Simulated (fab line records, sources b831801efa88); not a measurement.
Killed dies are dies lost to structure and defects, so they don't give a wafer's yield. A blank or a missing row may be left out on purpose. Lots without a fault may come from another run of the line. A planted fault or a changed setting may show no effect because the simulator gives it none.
Problem report in the 8D (eight disciplines) form, filled by code | flow gf180mcu | the parts of the form that need people (team, actions taken, sign-off) are left out

1. THE PROBLEM
V3_CVD_02_THK at GF_V3_THK_MEAS_03 reads a mean of 1119 nm on 4 wafers of 2 lots; wafers without a fault read 843 nm with a standard deviation of 11. That is +25 standard deviations from the usual mean.
First seen on wafer L976.4, day 25 18:43, on film_metro-01. The record holds 36 wafers of 12 lots with a number at this step. Rule for "out", or "out of limits": more than 4 standard deviations from the usual mean. The other wafers with a number count as sound.

2. WHAT IT IS AND WHAT IT IS NOT
question                    | is                             | is not
which readings at this step | V3_CVD_02_THK                  | -
which lots                  | L976, L978                     | L966, L967, L968, L969, L972, L973, L986, L987, L988, L989
which wafers of those lots  | L976.4, L976.5, L978.4, L978.6 | L976.2, L978.2
read on which gauges        | film_metro-01                  | film_metro-02, film_metro-03
when                        | from day 25 18:43              | up to then (19 sound wafers); but 13 sound wafers of L978, L986, L987, L988, L989 came after

3. SUSPECTS, AND WHAT RULES EACH OUT
Counting: a tool at a process step up to the reading stays a suspect if it ran every lot that is out. Sound lots after the first of them don't rule it out here, since some wafers of a struck lot are sound.
- the gauge at GF_V3_THK_MEAS_03: ruled out. All the wafers that are out were read on film_metro-01, but those of them that GF_V3_CMP_04 has rows for are out there too, on other tools.
- cmp-01 at GF_V2_CMP_04 (polishes SiO2): kept. It ran every lot that is out, first L976 (day 23 21:38); its last sound lot up to then is L972 (day 22 09:11).
- pvd_sputter-01 at GF_M3_SPUTTER_04 (material TiN, target thk 50 nm, time 41.7 s): kept. It ran every lot that is out, first L976 (day 24 20:54); its last sound lot up to then is L973 (day 24 02:54).
- pecvd-04 at GF_V3_CVD_02 (deposits SiO2 from TEOS, target thk 850 nm, time 94.851 s): kept. It ran every lot that is out, first L976 (day 25 18:38); its last sound lot up to then is L973 (day 25 00:17).
- Within cmp-01 at GF_V2_CMP_04: the wafers that are out ran in chambers 0, 1; their sound lot-mates ran in chambers 2, 3.
Left after counting: cmp-01 at GF_V2_CMP_04, pvd_sputter-01 at GF_M3_SPUTTER_04, pecvd-04 at GF_V3_CVD_02.

4. THE CAUSE (what the simulator had put in)
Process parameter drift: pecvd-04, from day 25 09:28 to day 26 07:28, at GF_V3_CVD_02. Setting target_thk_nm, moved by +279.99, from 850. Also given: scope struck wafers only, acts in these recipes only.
Counting left 3 suspects, and this tool is among them.

5. THE CHAIN OF EFFECTS, in route order
Each row: a reading whose mean over the struck wafers that have a number lies more than 3 standard deviations from the usual. Only readings for which the record gives a usual standard deviation are gone through. hours: the time from each lot's start at the first step in this table that gives one to its start at this step, as a median over the lots. sigmas: the change in usual standard deviations.
hours | step                    | reading              | usual  | on struck wafers | change | sigmas
0     | GF_V3_THK_MEAS_03       | V3_CVD_02_THK        | 843 nm | 1119             | +276   | +25
0     | GF_V3_CMP_04            | time_to_endpoint_s   | 77 s   | 173              | +96    | +14
166   | GF_PASSIVATION_PROBE_99 | sort_bin_3_pad_short | 0.41 % | 1.22             | +0.81  | +3.4
The process steps in it:
- GF_V3_CMP_04: polishes SiO2.
- GF_PASSIVATION_PROBE_99
Later measuring or inspecting steps at which every struck wafer that the step has a row for has a number for every such reading, and none has moved that far: GF_V3_CD_MEAS_14.

6. WHAT WOULD HAVE CAUGHT IT SOONER
In this record the first reading out of limits at a measuring or inspecting step was taken at day 25 18:43, 9 hours after the fault began at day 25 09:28.
Of the tool readings at GF_V3_CVD_02 for which the record gives a usual standard deviation, none was out on any struck wafer, so an alarm limit of 4 standard deviations on them would not have fired.
Of the lots that are out (2), L978 began GF_V3_CVD_02 on pecvd-04 after day 25 18:43. A hold on the tool at that time would have spared it.
